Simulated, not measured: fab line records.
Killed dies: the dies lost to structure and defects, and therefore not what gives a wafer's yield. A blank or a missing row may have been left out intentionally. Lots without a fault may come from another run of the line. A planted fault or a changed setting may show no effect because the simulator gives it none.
The same fault as seen by 2 desks -- flow sky130 -- each desk has only its own numbers; what lay behind them comes last

== THE METROLOGY DESK ==
What the gauges read for every lot (on any tool): the sampled wafers with a number, averaged. A lot is out of limits, marked OUT, if its mean lies more than 4 standard deviations from the usual mean; the brackets give that distance.
Columns: A = LOCAL_INTERCONNECT_TIN_RS at SKY_LOCAL_INTERCONNECT_RS_MEAS_01, usual 13.70 ohm/sq; B = CONTACT_CVD_00_THK at SKY_CONTACT_THK_MEAS_01, usual 74.7 nm
lot,first seen here,A,B
L247,day 29 13:55,13.93,74.6
L248,day 29 17:45,13.77,74.5
L249,day 30 06:59,13.50,74.8
L250,day 30 16:25,13.64,75.2
L251,day 30 21:59,13.57,74.5
L253,day 31 10:23,13.66,75.5
L257,day 33 00:35,13.68,74.3
L258,day 33 08:13,13.63,75.7
L259,day 33 14:40,13.70,75.1
L261,day 34 02:26,13.60,75.2
L265,day 35 07:25,13.76,74.3
L266,day 35 18:53,13.84,75.0
L269,day 36 08:51,13.97,74.7
This desk's finding: nothing out of limits on any of the 13 lots.

== AT THE TOOL OWNER'S DESK: litho_track-01 ==
The tool's own readings at SKY_CONTACT_SOFTBAKE_10 (time 90 s): means of the sampled wafers that have a number, for each lot that ran on this tool. A lot is out of limits, marked OUT, if its mean lies more than 4 standard deviations from the usual mean; the brackets give that distance.
Columns: A = heater_power_total_W at SKY_CONTACT_SOFTBAKE_10, usual 57.35 W; B = plate_temp_C at SKY_CONTACT_SOFTBAKE_10, usual 99.99 C
lot,first seen here,A,B
L248,day 31 13:00,57.33,99.87
L249,day 32 02:00,57.36,100.10
L250,day 32 11:00,57.32,100.10
L253,day 33 05:00,57.35,99.95
L257,day 34 17:00,54.04 (-30) OUT,95.67 (-33) OUT
L259,day 35 07:00,53.92 (-31) OUT,95.89 (-32) OUT
This desk finds L257, L259 out of limits, L257 being first, at day 34 17:00 (heater_power_total_W at SKY_CONTACT_SOFTBAKE_10). L248, L249, L250, L253 stayed within limits.

== BROUGHT TOGETHER ==
The tool owner's desk had the chance to raise an alarm at day 34 17:00 on L257, L259.
Nothing out of limits was seen by the metrology desk.
The metrology desk holds a record of L257, L259, inside its limits.
All the named lots went through SKY_CONTACT_SOFTBAKE_10 on litho_track-01.

== WHAT HAD BEEN PUT IN BY THE SIMULATOR ==
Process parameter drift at SKY_CONTACT_SOFTBAKE_10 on litho_track-01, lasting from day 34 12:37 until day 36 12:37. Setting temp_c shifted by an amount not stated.
Struck lots among those shown: L257, L259.
Hours from the fault's start to each desk's first reading out of limits: the tool owner's desk, 4.
